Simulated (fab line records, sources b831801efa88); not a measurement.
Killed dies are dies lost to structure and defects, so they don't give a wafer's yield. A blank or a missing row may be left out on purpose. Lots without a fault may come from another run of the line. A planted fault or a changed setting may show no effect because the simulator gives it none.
Tool commonality check | flow sky130 | 12 lots, 36 wafers sampled

WHY IT WAS OPENED
At SKY_SD_P_TW_MEAS_11 the reading SD_P_TW is flagged on 1 of 12 lots. Wafers without a fault read 2855, standard deviation 23.
Rule: a lot is flagged when every wafer of it that has a number lies more than 4 standard deviations from that mean, or none has a number. The other lots count as sound.

lot  | measured     | on            | SD_P_TW, wafer by wafer | flag
L234 | day 26 09:40 | film_metro-04 | 2795 2815 2812          |
L235 | day 26 15:55 | film_metro-01 | 2845 2855 2855          |
L239 | day 28 00:46 | film_metro-01 | 30 30 30                | FLAGGED
L246 | day 30 17:19 | film_metro-01 | 2861 2858 2859          |
L247 | day 31 03:22 | film_metro-01 | 2862 2840 2860          |
L248 | day 31 07:24 | film_metro-01 | 2875 2854 2864          |
L249 | day 31 11:19 | film_metro-04 | 2841 2841 2851          |
L251 | day 32 04:28 | film_metro-02 | 2917 2890 2910          |
L252 | day 32 10:58 | film_metro-04 | 2853 2850 2833          |
L253 | day 32 15:55 | film_metro-04 | 2861 2839 2864          |
L254 | day 32 20:31 | film_metro-01 | 2837 2841 2847          |
L255 | day 33 03:56 | film_metro-04 | 2842 2851 2834          |
The numbers of the flagged lots are 30 on average: -2825 against the usual, or -99 or more standard deviations.

WHICH TOOL RAN EACH LOT
The record holds 2 process steps before the reading, out of a route of 708 steps. In each cell: the tool, then ch and the chambers that the sampled wafers went through, then the start.
lot  | flag    | SKY_LDD_N_STRIP_16                   | SKY_SD_P_EXPOSE_04
L234 |         | plasma_asher-01 ch 0,1, day 18 16:28 | iline_stepper-02 ch 0, day 25 19:10
L235 |         | plasma_asher-02 ch 0,1, day 19 00:11 | iline_stepper-02 ch 0, day 26 01:28
L239 | FLAGGED | plasma_asher-04 ch 0,1, day 20 11:38 | iline_stepper-02 ch 0, day 27 10:04
L246 |         | plasma_asher-04 ch 0,1, day 23 10:23 | iline_stepper-01 ch 0, day 30 03:02
L247 |         | plasma_asher-02 ch 0,1, day 23 16:46 | iline_stepper-01 ch 0, day 30 12:45
L248 |         | plasma_asher-04 ch 0,1, day 24 01:31 | iline_stepper-01 ch 0, day 30 17:32
L249 |         | plasma_asher-02 ch 0,1, day 24 04:10 | iline_stepper-02 ch 0, day 30 21:04
L251 |         | plasma_asher-02 ch 0,1, day 24 23:13 | iline_stepper-02 ch 0, day 31 14:25
L252 |         | plasma_asher-01 ch 0,1, day 25 04:31 | iline_stepper-02 ch 0, day 31 21:02
L253 |         | plasma_asher-01 ch 0,1, day 25 12:59 | iline_stepper-01 ch 0, day 32 02:14
L254 |         | plasma_asher-02 ch 0,1, day 25 16:41 | iline_stepper-02 ch 0, day 32 07:10
L255 |         | plasma_asher-02 ch 0,1, day 26 00:37 | iline_stepper-01 ch 0, day 32 13:58
What these steps do:
- SKY_LDD_N_STRIP_16: strips in O2/N2.
- SKY_SD_P_EXPOSE_04: exposes mask PSDM, target cd 380 nm.
- SKY_SD_P_TW_MEAS_11

FLAGGED OVER TOTAL, TOOL BY TOOL (the gauges that took the reading come last)
step                | tool             | lots run | flagged | share of the flagged lots | sound lots run after its first flagged lot
SKY_LDD_N_STRIP_16  | plasma_asher-01  | 3        | 0       | none                      | -
SKY_LDD_N_STRIP_16  | plasma_asher-02  | 6        | 0       | none                      | -
SKY_LDD_N_STRIP_16  | plasma_asher-04  | 3        | 1       | all                       | 2 (L246,L248)
SKY_SD_P_EXPOSE_04  | iline_stepper-01 | 5        | 0       | none                      | -
SKY_SD_P_EXPOSE_04  | iline_stepper-02 | 7        | 1       | all                       | 4 (L249,L251,L252,L254)
SKY_SD_P_TW_MEAS_11 | film_metro-01    | 6        | 1       | all                       | 4 (L246,L247,L248,L254)
SKY_SD_P_TW_MEAS_11 | film_metro-02    | 1        | 0       | none                      | -
SKY_SD_P_TW_MEAS_11 | film_metro-04    | 5        | 0       | none                      | -

WHAT THE TABLE ALLOWS
3 rows of the table ran every flagged lot: plasma_asher-04 at SKY_LDD_N_STRIP_16, iline_stepper-02 at SKY_SD_P_EXPOSE_04, film_metro-01 at SKY_SD_P_TW_MEAS_11.
- plasma_asher-04 at SKY_LDD_N_STRIP_16: 1 of its 3 lots flagged. Sound lots ran on it after the first flagged one (L246, L248), which a lasting fault on the whole tool wouldn't allow.
- iline_stepper-02 at SKY_SD_P_EXPOSE_04: 1 of its 7 lots flagged. Sound lots ran on it after the first flagged one (L249, L251, L252, L254), which a lasting fault on the whole tool wouldn't allow.
- film_metro-01 at SKY_SD_P_TW_MEAS_11: 1 of its 6 lots flagged. Sound lots ran on it after the first flagged one (L246, L247, L248, L254), which a lasting fault on the whole tool wouldn't allow.
No row of the table ran every flagged lot and no sound lot after the first.

WHAT THE SIMULATOR HAD PUT IN
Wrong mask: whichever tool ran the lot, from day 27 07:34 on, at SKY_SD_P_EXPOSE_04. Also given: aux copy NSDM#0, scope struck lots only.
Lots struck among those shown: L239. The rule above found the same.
